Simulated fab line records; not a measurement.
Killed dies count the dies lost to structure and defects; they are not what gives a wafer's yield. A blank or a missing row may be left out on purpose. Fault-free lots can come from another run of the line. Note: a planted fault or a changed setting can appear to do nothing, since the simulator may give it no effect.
The tool behind it: which one? -- flow gf180mcu -- 36 wafers from 12 lots sampled at 5 of the route's 602 steps

WHAT EACH GAUGE READ, for each wafer
GF_DNWELL_TW_MEAS_09.
lot,measured,on,DNWELL_TW
L727,day 2 23:10,film_metro-04,1385 1397 1397
L729,day 3 12:00,film_metro-04,1371 1374 1366
L731,day 3 20:37,film_metro-03,1357 1356 1352
L733,day 4 07:31,film_metro-04,1377 1378 1374
L735,day 4 18:37,film_metro-04,1378 1373 1362
L736,day 5 00:13,film_metro-03,1359 1347 1355
L737,day 5 05:14,film_metro-03,1354 1346 1352
L741,day 6 02:30,film_metro-03,1358 1343 1350
L742,day 6 10:09,film_metro-03,1352 1361 1354
L743,day 6 16:39,film_metro-04,1381 1374 1387
L744,day 6 21:11,film_metro-04,1393 1389 1394
L747,day 7 11:43,film_metro-03,1351 1342 1356

GF_POLY_GATE_CD_MEAS_10: target cd 280 nm.
lot,measured,on,cd_nm (nm)
L727,day 9 10:47,cd_sem-01,277.3 277.9 277.0
L729,day 10 02:03,cd_sem-02,279.8 279.7 279.7
L731,day 10 15:34,cd_sem-01,281.1 280.2 281.9
L733,day 11 03:40,cd_sem-01,282.5 281.1 282.3
L735,day 11 21:24,cd_sem-02,278.8 278.8 278.3
L736,day 12 03:02,cd_sem-02,281.1 279.7 279.9
L737,day 12 08:55,cd_sem-02,282.0 282.4 281.0
L741,day 13 13:55,cd_sem-02,241.6 240.5 239.7 241.7 240.5 240.0
L742,day 14 03:29,cd_sem-01,249.2 250.0 247.9 249.4 249.6 248.1
L743,day 14 10:55,cd_sem-01,249.2 247.4 249.0 249.0 247.4 249.2
L744,day 14 16:06,cd_sem-02,253.8 253.4 254.7 254.0 254.2 253.9
L747,day 15 13:07,cd_sem-01,277.9 278.4 278.8

EACH LOT AND THE TOOL THAT RAN IT (in order: tool; ch and the chambers of the sampled wafers; start)
lot,GF_STI_STRIP_15,GF_VT_IMPLANT_STRIP_42,GF_POLY_GATE_EXPOSE_07
L727,"plasma_asher-04 ch 0,1, day 2 06:30","plasma_asher-04 ch 0,1, day 7 18:49","krf_scanner-02 ch 0, day 9 02:38"
L729,"plasma_asher-01 ch 0,1, day 2 18:30","plasma_asher-01 ch 0,1, day 8 10:14","krf_scanner-01 ch 0, day 9 17:38"
L731,"plasma_asher-04 ch 0,1, day 3 03:07","plasma_asher-01 ch 0,1, day 8 21:01","krf_scanner-01 ch 0, day 10 06:31"
L733,"plasma_asher-04 ch 1, day 3 13:28","plasma_asher-03 ch 0,1, day 9 09:13","krf_scanner-01 ch 0, day 10 18:22"
L735,"plasma_asher-01 ch 0,1, day 3 23:55","plasma_asher-01 ch 1, day 10 02:28","krf_scanner-02 ch 0, day 11 11:46"
L736,"plasma_asher-01 ch 0,1, day 4 05:33","plasma_asher-01 ch 0,1, day 10 07:55","krf_scanner-02 ch 0, day 11 17:17"
L737,"plasma_asher-04 ch 0,1, day 4 11:07","plasma_asher-03 ch 0,1, day 10 12:49","krf_scanner-02 ch 0, day 11 23:31"
L741,"plasma_asher-04 ch 0,1, day 5 06:34","plasma_asher-01 ch 0,1, day 11 15:23","krf_scanner-02 ch 0, day 13 04:13"
L742,"plasma_asher-02 ch 0,1, day 5 13:46","plasma_asher-04 ch 0,1, day 12 03:43","krf_scanner-02 ch 0, day 13 16:41"
L743,"plasma_asher-04 ch 0,1, day 5 19:31","plasma_asher-03 ch 0,1, day 12 11:49","krf_scanner-02 ch 0, day 14 00:46"
L744,"plasma_asher-01 ch 0,1, day 5 23:43","plasma_asher-04 ch 0,1, day 12 18:07","krf_scanner-02 ch 0, day 14 06:08"
L747,"plasma_asher-04 ch 0,1, day 6 15:22","plasma_asher-03 ch 0,1, day 13 13:02","krf_scanner-01 ch 0, day 15 02:46"
- GF_STI_STRIP_15: strips in O2/N2.
- GF_VT_IMPLANT_STRIP_42: strips in O2/N2.
- GF_POLY_GATE_EXPOSE_07: exposes mask Poly2, target cd 280 nm.

WHAT THE TOOLS THEMSELVES READ (means of the sampled wafers that have a number; where no wafer has one, the mark that the record gives instead)
GF_STI_STRIP_15.
lot,tool,drypump_motor_current_A (A),heater_power_w (W),oes_product_au (a.u.),strip_time_to_endpoint_s (s)
L727,plasma_asher-04,6.0,329,0.387,3.76
L729,plasma_asher-01,6.2,361,0.385,3.73
L731,plasma_asher-04,6.0,339,0.393,3.78
L733,plasma_asher-04,6.1,342,0.389,3.74
L735,plasma_asher-01,5.7,339,0.382,3.71
L736,plasma_asher-01,6.2,359,0.381,3.74
L737,plasma_asher-04,6.0,328,0.381,3.70
L741,plasma_asher-04,5.9,328,0.381,3.69
L742,plasma_asher-02,5.7,334,0.381,3.74
L743,plasma_asher-04,6.1,343,0.387,3.71
L744,plasma_asher-01,6.1,360,0.384,3.73
L747,plasma_asher-04,6.0,331,0.383,3.75

GF_VT_IMPLANT_STRIP_42.
lot,tool,drypump_motor_current_A (A),heater_power_w (W),oes_product_au (a.u.),strip_time_to_endpoint_s (s)
L727,plasma_asher-04,6.0,325,0.719,12.62
L729,plasma_asher-01,6.2,363,0.718,12.69
L731,plasma_asher-01,6.2,358,0.717,12.66
L733,plasma_asher-03,5.2,317,0.713,12.56
L735,plasma_asher-01,6.6,377,0.717,12.62
L736,plasma_asher-01,5.7,341,0.717,12.62
L737,plasma_asher-03,5.7,345,0.716,12.62
L741,plasma_asher-01,5.7,346,0.718,12.61
L742,plasma_asher-04,6.0,331,0.714,12.60
L743,plasma_asher-03,5.2,323,0.712,12.63
L744,plasma_asher-04,6.0,340,0.716,12.65
L747,plasma_asher-03,5.2,313,0.712,12.64

GF_POLY_GATE_EXPOSE_07.
lot,tool,exposure_dose_mJ_cm2,stage_vel_mm_s (mm/s)
L727,krf_scanner-02,27.967,499.80
L729,krf_scanner-01,27.932,499.73
L731,krf_scanner-01,28.010,500.04
L733,krf_scanner-01,27.995,499.97
L735,krf_scanner-02,27.954,500.36
L736,krf_scanner-02,27.981,499.75
L737,krf_scanner-02,27.934,499.88
L741,krf_scanner-02,36.014,499.97
L742,krf_scanner-02,34.433,499.94
L743,krf_scanner-02,34.373,500.28
L744,krf_scanner-02,33.234,500.15
L747,krf_scanner-01,27.957,500.06

THE ANSWER, worked out from the rows above alone
Rule: the usual values come from the lots themselves. Put in order of their means at a reading, lots are off if they are a third of the lots or fewer, leave a main group of 4 or more, and stand apart from it by a gap of 3 or more times the standard deviation of the main group's means; of several such gaps the widest counts. A main group is skipped when, at the precision printed for the reading in the tables above, its means are all equal. Also off: a lot with no number at a reading for which 4 or more lots have one. All remaining lots with rows at the step are treated as sound. Order of review: gauges by route order, followed by the tools' own readings, for which a lot's mean as printed above is used. At the first step where some lot is off, the reading lying furthest off is the one used; lots without a number count as furthest.
Off: L741, L742, L743, L744, at GF_POLY_GATE_CD_MEAS_10 (cd_nm). For the main group the mean is 279.9 nm and the standard deviation 1.6.
A tool fits if, at a process step before that reading, it ran every lot that is off, and no sound lot after the first of them. The gauges at GF_POLY_GATE_CD_MEAS_10 aren't tried: what is off there is off at GF_POLY_GATE_EXPOSE_07 too, on other tools, and a gauge's error can't cause that. One fits: GF_POLY_GATE_EXPOSE_07 on krf_scanner-02. A fault onset in the window from L737 (day 11 23:31, its last sound lot) to L741 (day 13 04:13, its first lot off) fits.
The tool's own readings at GF_POLY_GATE_EXPOSE_07 bear it out: on the lots that are off they differ by more than 5 times the standard deviation of the sound lots' means. exposure_dose_mJ_cm2 reads 34.514 there against 27.966 on the sound lots.

WHAT HAD BEEN PUT IN BY THE SIMULATOR
Process parameters drifting: krf_scanner-02 at GF_POLY_GATE_EXPOSE_07, beginning at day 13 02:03. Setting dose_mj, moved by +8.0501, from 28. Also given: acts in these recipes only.
Shown lots that were struck: L741, L742, L743, L744. The rule above reached the same finding.
